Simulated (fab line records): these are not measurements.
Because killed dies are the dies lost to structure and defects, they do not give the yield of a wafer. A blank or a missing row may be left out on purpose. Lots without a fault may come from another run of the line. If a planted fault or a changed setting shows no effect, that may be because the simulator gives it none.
fab line records	flow gf180mcu
record: lots: 12	wafers: 36	lastDay: 34
route steps=602 shown NSD@244 SAB@274 M1@315 V1@340
lots that met no fault: taken from a fault-free run of the same line
startH: hours from the record's opening day to when the first of the lot's shown wafers began	waitH: hours elapsed since this lot's preceding step	" identical to the entry in the row above	L1.1+2: a single row standing in for several wafers	- no value, or no start was given	* or withheld: withheld	< > ~ a bound
route shown NAME@n: a module of which the file shows steps, and the number in the route of the first	usual: mean/standard deviation taken from wafers without a fault	same: alike in all rows	chamber/n: place in a boat	sites: per-site readings	_std_site: the standard deviation of these	_edge_site: inner sites' mean taken away from outer sites' mean	radiusMm: for every site, how far away it sits from the centre of the wafer	mask NAME#n: copy n	behind: the tool/chamber that last shaped the wafer	hold: why the lot was held/for how many hours/how that ended	device: which transistor (n, p or np) failed to switch	end of line: the route-end tests of the same wafers	a step given without rows: its recipe and nothing more	killed: not the wafer's yield, but the dies lost to structure and defects at the first sort	map: the dies of a wafer, with x for killed, . for not killed, _ for no die there
set.NAME: the setting that was run; set.NAME@STEP: the one run at that earlier step	model.NAME: the simulator's own value behind a step, which no gauge read
steps of the route over a sample of lots; a table a step, a row a wafer
services: the hour from which a tool's chamber was out of use, counted from the record's first day as startH (under 0 if before that day), plus the number of hours and why
== steps ==
step: GF_NSD_IMPLANT_09
recipe: species: As	energyKev: 60	doseCm2: 4e+15	tiltDeg: 7
usual: beamEnergyKeV: 60.001/0.019
lot.wafer	tool	chamber	startH	waitH	beamEnergyKeV
L210.3	implanter-04	0	294.21	0.1	59.975
L210.4	"	0	"	"	59.978
L210.6	"	0	"	"	59.959
L211.4	implanter-04	0	307.07	0.1	60.019
L211.5	"	0	"	"	60.036
L211.6	"	0	"	"	60.011
L212.1	implanter-04	0	313.73	0.0	60.000
L212.2	"	0	"	"	60.002
L212.4	"	0	"	"	60.000
L214.2	implanter-04	0	331.37	0.0	59.995
L214.4	"	0	"	"	59.980
L214.5	"	0	"	"	59.995
L216.2	implanter-03	0	346.22	0.0	60.009
L216.3	"	0	"	"	60.006
L216.4	"	0	"	"	60.030
L222.1	implanter-03	0	399.35	0.0	52.571
L222.3	"	0	"	"	52.574
L222.6	"	0	"	"	52.569
L223.1	implanter-03	0	409.67	0.0	52.573
L223.2	"	0	"	"	52.557
L223.6	"	0	"	"	52.572
L229.1	implanter-04	0	463.17	0.0	60.011
L229.3	"	0	"	"	60.033
L229.4	"	0	"	"	60.019
L230.1	implanter-04	0	464.05	0.0	60.018
L230.2	"	0	"	"	60.017
L230.5	"	0	"	"	60.041
L231.1	implanter-01	0	471.42	0.0	60.009
L231.4	"	0	"	"	60.009
L231.5	"	0	"	"	60.026
L232.2	implanter-01	0	482.80	0.0	59.984
L232.3	"	0	"	"	59.966
L232.4	"	0	"	"	59.966
L233.2	implanter-01	0	490.04	0.0	60.008
L233.4	"	0	"	"	59.988
L233.5	"	0	"	"	60.014
step: GF_NSD_STRIP_11
recipe: chemistry: O2/N2	powerW: 1400	pressureMtorr: 1500	platenTempC: 250	o2FlowSccm: 3000	n2FlowSccm: 300	overashFraction: 0.5
usual: chamberPressureMTorr: 1500.1/1.3	drypumpMotorCurrentA: 5.9/0.4	heaterPowerW: 359/35	o2FlowSccm: 3001/9.4	oesProductAu: 0.487/0.0049	stripTimeToEndpointS: 22.96/0.038
lot.wafer	tool	chamber	startH	waitH	chamberPressureMTorr	drypumpMotorCurrentA	heaterPowerW	o2FlowSccm	oesProductAu	rfHoursCounterH	stripTimeToEndpointS
L210.3	plasmaAsher-03	1	294.50	0.1	1498.2	5.9	405	3014	0.485	-	22.93
L210.4	"	0	"	"	1500.2	5.4	381	2999	0.489	-	22.89
L210.6	"	0	"	"	1500.4	5.4	384	2995	0.482	-	22.89
L211.4	plasmaAsher-01	0	307.33	0.1	1500.5	6.3	393	2990	0.486	-	22.94
L211.5	"	0	"	"	1500.8	6.3	391	3005	0.487	-	22.96
L211.6	"	1	"	"	1503.4	5.4	345	2989	0.485	-	22.95
L212.1	plasmaAsher-04	1	314.03	0.1	1499.1	6.5	346	3006	0.486	23	22.93
L212.2	"	0	"	"	1500.2	6.1	292	3011	0.492	23	22.94
L212.4	"	0	"	"	1501.4	6.0	298	3014	0.486	-	22.91
L214.2	plasmaAsher-04	0	331.65	0.1	1499.7	6.0	288	3001	0.487	25	22.93
L214.4	"	0	"	"	1500.9	6.0	290	2993	0.483	-	22.93
L214.5	"	1	"	"	1500.0	6.4	344	2999	0.498	-	22.97
L216.2	plasmaAsher-01	1	346.50	0.1	1499.3	5.4	357	3003	0.483	76	22.99
L216.3	"	1	"	"	1502.4	5.4	345	3010	0.499	-	23.01
L216.4	"	0	"	"	1499.7	6.2	394	3015	0.486	-	22.97
L222.1	plasmaAsher-04	0	399.65	0.1	1502.2	6.1	305	3001	0.507	30	21.95
L222.3	"	1	"	"	1498.3	6.5	341	2985	0.497	-	22.02
L222.6	"	1	"	"	1500.7	6.5	337	2986	0.498	-	22.01
L223.1	plasmaAsher-04	1	409.97	0.1	1500.6	6.4	335	2985	0.501	31	22.00
L223.2	"	0	"	"	1500.1	6.0	306	3002	0.499	31	22.01
L223.6	"	0	"	"	1499.9	6.1	304	3000	0.504	-	21.99
L229.1	plasmaAsher-03	0	463.47	0.1	1499.8	5.4	378	2995	0.486	59	22.99
L229.3	"	0	"	"	1498.5	5.4	382	3012	0.486	-	23.01
L229.4	"	1	"	"	1499.8	5.9	396	3002	0.484	-	23.00
L230.1	plasmaAsher-01	0	464.35	0.1	1501.3	6.3	381	3010	0.485	4	22.92
L230.2	"	1	"	"	1500.6	5.4	328	3001	0.494	4	22.95
L230.5	"	1	"	"	1501.7	5.4	327	3004	0.492	-	22.98
L231.1	plasmaAsher-01	0	471.72	0.1	1499.2	6.3	366	3007	0.488	5	22.96
L231.4	"	1	"	"	1497.6	5.4	330	3006	0.490	-	23.00
L231.5	"	1	"	"	1496.7	5.4	331	3008	0.494	-	22.93
L232.2	plasmaAsher-04	1	483.07	0.1	1501.9	6.5	341	2972	0.486	40	22.95
L232.3	"	1	"	"	1500.1	6.5	344	3003	0.484	-	22.94
L232.4	"	0	"	"	1501.2	6.1	294	3001	0.482	-	22.96
L233.2	plasmaAsher-03	0	490.31	0.1	1500.7	5.4	371	2990	0.492	61	22.94
L233.4	"	0	"	"	1500.4	5.4	392	2993	0.492	-	22.94
L233.5	"	0	"	"	1500.4	5.4	376	2990	0.489	-	22.95
step: GF_PSD_RS_MEAS_14
recipe: thkMeasGauge: four-point-probe
usual: NSD_RS: 46.19/0.1
lot.wafer	tool	chamber	startH	waitH	hold	NSD_RS[ohm/sq]
L210.3	filmMetro-01	-	316.35	0.1	-	46.21
L210.4	"	-	"	"	-	46.11
L210.6	"	-	"	"	-	46.12
L211.4	filmMetro-04	-	328.73	0.1	-	46.21
L211.5	"	-	"	"	-	46.20
L211.6	"	-	"	"	-	46.22
L212.1	filmMetro-01	-	336.02	0.1	-	46.16
L212.2	"	-	"	"	-	46.24
L212.4	"	-	"	"	-	46.27
L214.2	filmMetro-01	-	353.34	0.1	-	46.22
L214.4	"	-	"	"	-	46.42
L214.5	"	-	"	"	-	46.32
L216.2	filmMetro-03	-	367.80	0.1	-	46.10
L216.3	"	-	"	"	-	46.10
L216.4	"	-	"	"	-	46.24
L222.1	filmMetro-04	-	423.37	0.1	awaitDispo/0.2h/release	48.32
L222.3	"	-	"	"	awaitDispo/0.2h/release	48.36
L222.6	"	-	"	"	awaitDispo/0.2h/release	48.32
L222.1	filmMetro-04	-	423.82	0.4	-	48.37
L222.3	"	-	"	"	-	48.45
L222.6	"	-	"	"	-	48.39
L223.1	filmMetro-04	-	434.76	0.1	awaitDispo/0.2h/release	48.58
L223.2	"	-	"	"	awaitDispo/0.2h/release	48.38
L223.6	"	-	"	"	awaitDispo/0.2h/release	48.34
L223.1	filmMetro-04	-	435.05	0.3	-	48.42
L223.2	"	-	"	"	-	48.50
L223.6	"	-	"	"	-	48.33
L229.1	filmMetro-04	-	487.87	0.1	-	45.96
L229.3	"	-	"	"	-	45.95
L229.4	"	-	"	"	-	46.06
L230.1	filmMetro-01	-	488.26	0.1	-	46.22
L230.2	"	-	"	"	-	46.18
L230.5	"	-	"	"	-	46.09
L231.1	filmMetro-04	-	496.13	0.1	-	46.07
L231.4	"	-	"	"	-	46.09
L231.5	"	-	"	"	-	46.10
L232.2	filmMetro-04	-	507.59	0.1	-	45.99
L232.3	"	-	"	"	-	46.17
L232.4	"	-	"	"	-	46.09
L233.2	filmMetro-01	-	514.18	0.1	-	46.18
L233.4	"	-	"	"	-	46.24
L233.5	"	-	"	"	-	46.21
step: GF_SAB_OVL_MEAS_10
usual: SAB_OVL: 0.3/1.4
lot.wafer	tool	chamber	startH	waitH	SAB_OVL[nm]
L210.3	overlay-02	-	337.62	0.1	1.1
L210.4	"	-	"	"	0.0
L210.6	"	-	"	"	0.5
L211.4	overlay-01	-	350.53	0.1	-0.8
L211.5	"	-	"	"	1.4
L211.6	"	-	"	"	-2.2
L212.1	overlay-02	-	356.41	0.1	0.9
L212.2	"	-	"	"	-1.3
L212.4	"	-	"	"	-0.8
L214.2	overlay-02	-	376.11	0.1	-0.7
L214.4	"	-	"	"	-0.9
L214.5	"	-	"	"	1.2
L216.2	overlay-02	-	391.37	0.1	-0.6
L216.3	"	-	"	"	-1.1
L216.4	"	-	"	"	-0.7
L222.1	overlay-02	-	447.76	0.1	0.1
L222.3	"	-	"	"	-1.5
L222.6	"	-	"	"	-0.6
L223.1	overlay-01	-	458.85	0.1	2.1
L223.2	"	-	"	"	1.9
L223.6	"	-	"	"	1.2
L229.1	overlay-01	-	511.26	0.1	0.9
L229.3	"	-	"	"	1.9
L229.4	"	-	"	"	0.8
L230.1	overlay-02	-	511.56	0.1	-2.3
L230.2	"	-	"	"	-2.5
L230.5	"	-	"	"	-0.2
L231.1	overlay-01	-	518.85	0.1	0.7
L231.4	"	-	"	"	-0.6
L231.5	"	-	"	"	1.7
L232.2	overlay-02	-	531.21	0.1	1.3
L232.3	"	-	"	"	-1.1
L232.4	"	-	"	"	2.1
L233.2	overlay-02	-	537.96	0.1	-1.4
L233.4	"	-	"	"	-1.2
L233.5	"	-	"	"	0.0
step: GF_M1_SPUTTER_00
recipe: material: Ti	targetThkNm: 37.5	arrivingIonEnergyEv: 80	substrateTempC: 200	chamberPressurePa: 2	powerW: 4000	timeS: 150
usual: throttleValvePct: 30.3/0.9
same: timeS: 150
lot.wafer	tool	chamber	startH	waitH	throttleValvePct
L210.3	pvdSputter-04	-	360.25	0.1	30.3
L210.4	"	-	"	"	31.4
L210.6	"	-	"	"	30.3
L211.4	pvdSputter-02	-	377.98	0.1	30.1
L211.5	"	-	"	"	31.3
L211.6	"	-	"	"	29.1
L212.1	pvdSputter-04	-	380.98	0.1	30.3
L212.2	"	-	"	"	30.4
L212.4	"	-	"	"	31.5
L214.2	pvdSputter-02	-	401.87	0.1	30.2
L214.4	"	-	"	"	31.0
L214.5	"	-	"	"	30.0
L216.2	pvdSputter-02	-	417.64	0.1	31.2
L216.3	"	-	"	"	29.0
L216.4	"	-	"	"	30.1
L222.1	pvdSputter-04	-	474.82	0.2	30.4
L222.3	"	-	"	"	30.8
L222.6	"	-	"	"	31.4
L223.1	pvdSputter-02	-	486.27	0.1	29.2
L223.2	"	-	"	"	30.4
L223.6	"	-	"	"	31.1
L229.1	pvdSputter-04	-	537.73	0.1	29.4
L229.3	"	-	"	"	30.6
L229.4	"	-	"	"	30.6
L230.1	pvdSputter-01	-	539.15	0.1	29.3
L230.2	"	-	"	"	31.8
L230.5	"	-	"	"	28.3
L231.1	pvdSputter-04	-	544.14	0.2	30.5
L231.4	"	-	"	"	31.4
L231.5	"	-	"	"	30.0
L232.2	pvdSputter-02	-	556.57	0.2	30.3
L232.3	"	-	"	"	30.3
L232.4	"	-	"	"	29.3
L233.2	pvdSputter-04	-	563.29	0.2	29.4
L233.4	"	-	"	"	31.6
L233.5	"	-	"	"	29.8
step: GF_V1_BOW_MEAS_05
recipe: mode: bow
usual: V1_BOW: 83/7.8
lot.wafer	tool	chamber	startH	waitH	V1_BOW[um]
L210.3	filmMetro-01	-	384.09	0.2	89
L210.4	"	-	"	"	87
L210.6	"	-	"	"	93
L211.4	filmMetro-01	-	402.73	0.2	95
L211.5	"	-	"	"	85
L211.6	"	-	"	"	78
L212.1	filmMetro-01	-	405.70	0.2	91
L212.2	"	-	"	"	81
L212.4	"	-	"	"	93
L214.2	filmMetro-02	-	427.02	0.2	79
L214.4	"	-	"	"	89
L214.5	"	-	"	"	74
L216.2	filmMetro-01	-	443.57	0.2	78
L216.3	"	-	"	"	83
L216.4	"	-	"	"	73
L222.1	filmMetro-03	-	500.78	0.2	84
L222.3	"	-	"	"	83
L222.6	"	-	"	"	85
L223.1	filmMetro-02	-	511.56	0.2	83
L223.2	"	-	"	"	86
L223.6	"	-	"	"	84
L229.1	filmMetro-03	-	561.66	0.2	85
L229.3	"	-	"	"	85
L229.4	"	-	"	"	75
L230.1	filmMetro-01	-	563.31	0.2	80
L230.2	"	-	"	"	88
L230.5	"	-	"	"	75
L231.1	filmMetro-02	-	567.75	0.1	69
L231.4	"	-	"	"	86
L231.5	"	-	"	"	76
L232.2	filmMetro-02	-	579.74	0.3	96
L232.3	"	-	"	"	83
L232.4	"	-	"	"	84
L233.2	filmMetro-03	-	589.62	0.1	87
L233.4	"	-	"	"	88
L233.5	"	-	"	"	86
== services ==
tool	chamber	startH	hours	kind
pvdSputter-04	-	279.08	3.8	repair
implanter-01	-	286.83	10.4	repair
implanter-01	-	292.20	6.8	repair
pvdSputter-01	-	302.34	0.8	repair
implanter-04	-	337.73	6.0	pm
plasmaAsher-03	-	342.60	3.9	repair
pvdSputter-01	-	346.82	5.3	repair
plasmaAsher-04	-	348.01	2.8	repair
plasmaAsher-04	-	350.83	15.6	pm
pvdSputter-04	1	352.05	-	consumableReplace:kit
plasmaAsher-01	-	409.91	11.0	repair
implanter-04	-	412.06	1.9	repair
plasmaAsher-01	-	421.25	9.0	pm
plasmaAsher-04	-	434.94	2.1	repair
pvdSputter-04	-	440.63	11.4	repair
implanter-03	-	461.84	2.4	pm
implanter-03	-	468.70	3.6	repair
implanter-03	-	469.92	1.6	repair
pvdSputter-04	-	473.87	0.5	repair
implanter-01	-	476.67	4.7	pm
implanter-03	-	541.89	3.9	pm
plasmaAsher-04	-	547.54	18.9	repair
implanter-04	-	549.50	5.3	pm
implanter-03	-	558.49	2.6	repair
== key ==
firstSign: step: GF_NSD_IMPLANT_09	reading: beamEnergyKeV	direction: down	sigmas: 99+	usual: 60.001	struck: 52.569
effect: step: GF_NSD_STRIP_11	reading: stripTimeToEndpointS	direction: down	sigmas: 25	usual: *	struck: *
effect: step: GF_PSD_RS_MEAS_14	reading: visit	direction: added
effect: step: GF_PSD_RS_MEAS_14	reading: NSD_RS	direction: up	sigmas: 21	usual: 46.19	struck: 48.38
metAt GF_NSD_IMPLANT_09
struckLots L222,L223
testerLeftOut L222,L223
notActingAt GF_SAB_OVL_MEAS_10,GF_M1_SPUTTER_00,GF_V1_BOW_MEAS_05
onsetBetween 346.22 399.35
fault: kind: processParameterDrift	tool: implanter-03	chamber: -	onsetH: 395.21	steps: GF_NSD_IMPLANT_09	channel: energyKev	offset: -7.4326	shape: step	endH: 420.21	actsIn: theseRecipesOnly	stated: 60
testerLeftOut: of these lots the tester's yield and bins aren't shown, on N5 and GAA mostly nor the transistor test; their killed dies are dies lost to structure and defects alone, not to doping, threshold or leakage, so they don't give the yield
